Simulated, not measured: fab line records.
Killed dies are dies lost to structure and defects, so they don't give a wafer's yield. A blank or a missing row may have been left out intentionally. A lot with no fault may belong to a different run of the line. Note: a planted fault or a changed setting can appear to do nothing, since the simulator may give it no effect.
Which of the tools did it? | flow gf180mcu | 14 lots with 42 wafers sampled at 3 steps, on a route of 602 steps

== WHAT EACH GAUGE READ, for each wafer ==
GF_TOP_METAL_THK_MEAS_06: measures by xrf. Usual: TOP_METAL_ALCU_THK typically reads 908 nm, with standard deviation 14.
lot  | measured     | on            | TOP_METAL_ALCU_THK (nm) | flag
L173 | day 28 01:17 | film metro-03 | 922 920 908             |
L174 | day 28 02:18 | film metro-03 | 900 887 887             |
L172 | day 28 03:35 | film metro-01 | 925 908 926             |
L175 | day 28 17:46 | film metro-03 | 886 893 879             |
L179 | day 29 11:10 | film metro-01 | 898 920 915             |
L177 | day 29 12:40 | film metro-03 | 886 899 889             |
L178 | day 29 12:04 | film metro-02 | 913 905 901             |
L180 | day 30 00:53 | film metro-02 | 906 907 911             |
L181 | day 30 12:21 | film metro-03 | 906 908 910             |
L182 | day 30 15:37 | film metro-01 | 924 905 915             |
L186 | day 31 17:47 | film metro-02 | 923 926 926             |
L189 | day 32 11:59 | film metro-03 | 916 925 913             |
L190 | day 32 18:57 | film metro-02 | 919 921 902             |
L193 | day 33 09:05 | film metro-03 | 883 900 890             |

GF_TOP_METAL_OVL_MEAS_15. Usual: TOP_METAL_OVL typically reads 0.1 nm, with standard deviation 1.1.
lot  | measured     | on         | TOP_METAL_OVL (nm) | flag
L173 | day 28 20:59 | overlay-02 | -1.6 0.8 -0.7      |
L174 | day 28 21:17 | overlay-02 | 0.2 -0.4 0.1       |
L172 | day 28 21:59 | overlay-01 | -0.4 0.0 -0.5      |
L175 | day 29 12:47 | overlay-01 | 1.1 0.3 0.9        |
L179 | day 30 05:45 | overlay-02 | -1.6 -0.2 -2.0     |
L177 | day 30 07:15 | overlay-01 | 0.1 -0.4 0.4       |
L178 | day 30 06:47 | overlay-02 | -0.4 0.0 -0.9      |
L180 | day 30 19:20 | overlay-01 | 0.9 1.9 0.8        |
L181 | day 31 05:45 | overlay-02 | -1.3 -0.9 -2.1     |
L182 | day 31 08:34 | overlay-02 | 2.2 1.1 0.8        |
L186 | day 32 09:41 | overlay-01 | 1.6 2.0 1.5        |
L189 | day 33 03:57 | overlay-01 | 0.8 1.0 -1.9       |
L190 | day 33 11:15 | overlay-01 | -1.1 -0.5 0.1      |
L193 | day 34 00:41 | overlay-02 | 0.0 -0.5 -0.5      |

== EACH LOT AND THE TOOL THAT RAN IT (in order: tool; ch and the chambers of the sampled wafers; start) ==
lot  | GF_CONTACT_SPUTTER_23
L173 | pvd sputter-02, day 16 22:12
L174 | pvd sputter-02, day 17 01:52
L172 | pvd sputter-04, day 17 04:00
L175 | pvd sputter-04, day 17 21:03
L179 | pvd sputter-04, day 18 14:56
L177 | pvd sputter-02, day 18 17:18
L178 | pvd sputter-04, day 18 18:25
L180 | pvd sputter-02, day 19 10:31
L181 | pvd sputter-04, day 20 00:52
L182 | pvd sputter-02, day 20 01:07
L186 | pvd sputter-02, day 21 16:41
L189 | pvd sputter-02, day 22 16:26
L190 | pvd sputter-02, day 23 01:54
L193 | pvd sputter-04, day 23 21:24
- GF_CONTACT_SPUTTER_23: material TiN, target thk 10 nm, time 40 s.

== AS READ BY THE TOOLS THEMSELVES (means over the sampled wafers that have a number; for cases with no such wafer, the mark the record gives instead) ==
GF_CONTACT_SPUTTER_23. Usual: throttle valve pct reads 29.9 % (standard deviation 1.3).
lot  | tool           | throttle valve pct (%) | flag
L173 | pvd sputter-02 | 30.8                   |
L174 | pvd sputter-02 | 30.0                   |
L172 | pvd sputter-04 | 30.4                   |
L175 | pvd sputter-04 | 28.9                   |
L179 | pvd sputter-04 | 29.7                   |
L177 | pvd sputter-02 | 30.6                   |
L178 | pvd sputter-04 | 29.6                   |
L180 | pvd sputter-02 | 30.5                   |
L181 | pvd sputter-04 | 29.1                   |
L182 | pvd sputter-02 | 29.7                   |
L186 | pvd sputter-02 | 29.9                   |
L189 | pvd sputter-02 | 30.2                   |
L190 | pvd sputter-02 | 29.3                   |
L193 | pvd sputter-04 | 29.2                   |

== THE ANSWER, worked out from the rows above alone ==
Rule: a lot counts as off when the mean over its wafers that have a number is more than 3 standard deviations away from the usual mean. Also off: a lot with no number at a reading for which 4 or more lots have one. Where the step has rows for the other lots, those lots are counted as sound. Order of review: gauges by route order, followed by the tools' own readings, for which a lot's mean as printed above is used. The first step at which some lot is off is used, and at that step the reading that is off furthest; a lot without a number counts as furthest.
Nothing can be told from this: no lot is off at any reading shown.

== WHAT THE SIMULATOR PUT IN ==
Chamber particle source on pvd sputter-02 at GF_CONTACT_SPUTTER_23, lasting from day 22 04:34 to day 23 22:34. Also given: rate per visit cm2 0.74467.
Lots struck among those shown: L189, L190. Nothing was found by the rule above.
